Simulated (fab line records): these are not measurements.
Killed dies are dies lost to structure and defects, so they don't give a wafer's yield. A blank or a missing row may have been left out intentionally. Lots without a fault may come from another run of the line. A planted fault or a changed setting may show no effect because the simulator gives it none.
One fault seen from 2 desks ; flow gf180mcu ; what lay behind the numbers comes last; until then each desk has only its own

## FOR THE TOOL OWNER'S DESK: hdpcvd-02
The tool's own readings at GF_CONTACT_CVD_00 (deposits SiO2, target thk 300 nm, time 50 s): means of the sampled wafers that have a number, for each lot that ran on this tool. A lot is out of limits, marked OUT, if its mean lies more than 4 standard deviations from the usual mean; the brackets give that distance.
Columns: A = sih4-flow-sccm at GF_CONTACT_CVD_00, usual 60.01 sccm
lot;first seen here;A
L159;day 15 18:19;59.94
L160;day 15 20:44;60.12
L163;day 17 01:44;51.05 (-53) OUT
L164;day 17 10:34;50.92 (-53) OUT
L172;day 20 10:51;60.12
L173;day 20 15:43;59.97
L174;day 21 00:49;59.96
L180;day 22 23:40;59.97
This desk's verdict: out of limits on L163, L164, starting with L163 at day 17 01:44 (sih4-flow-sccm at GF_CONTACT_CVD_00). L159, L160, L172, L173, L174, L180: within limits.

## THE METROLOGY DESK
What the gauges read for every lot (on any tool): the sampled wafers with a number, averaged. A lot is out of limits, marked OUT, if its mean lies more than 4 standard deviations from the usual mean; the brackets give that distance.
Columns: A = SALICIDE_TIN_THK at GF_SALICIDE_THK_MEAS_05, usual 19.83 nm; B = CONTACT_CVD_00_THK at GF_CONTACT_THK_MEAS_01, usual 301 nm; C = V1_BOW at GF_V1_BOW_MEAS_05, usual 81 um
lot;first seen here;A;B;C
L159;day 15 17:56;19.50;304;92
L160;day 15 20:23;19.83;304;82
L163;day 17 01:22;19.74;255 (-15) OUT;78
L164;day 17 10:10;19.23;256 (-15) OUT;77
L171;day 19 20:47;20.03;302;81
L172;day 20 10:23;19.85;301;86
L173;day 20 15:16;20.04;304;83
L174;day 21 00:28;19.71;302;83
L176;day 21 19:04;19.66;297;80
L178;day 22 08:28;19.95;298;71
L180;day 22 23:19;20.22;301;87
L181;day 23 04:31;19.78;298;77
Finding of this desk: L163, L164 out of limits, first seen on L163 at day 17 01:47 (CONTACT_CVD_00_THK at GF_CONTACT_THK_MEAS_01). L159, L160, L171, L172, L173, L174, L176, L178, L180, L181: within limits.

## BROUGHT TOGETHER
On L163, L164, at day 17 01:44, an alarm was possible from the tool owner's desk.
An alarm was possible from the metrology desk at day 17 01:47, on L163, L164.
The lots listed all ran GF_CONTACT_CVD_00 on hdpcvd-02.

## WHAT THE SIMULATOR HAD INSERTED
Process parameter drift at GF_CONTACT_CVD_00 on hdpcvd-02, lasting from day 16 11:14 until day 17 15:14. Setting sih4-flow-sccm, moved by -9, from 60. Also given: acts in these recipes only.
Lots struck among those shown: L163, L164.
Time in hours from fault onset to the first out-of-limits reading at each desk: tool owner's desk 14, metrology desk 15.
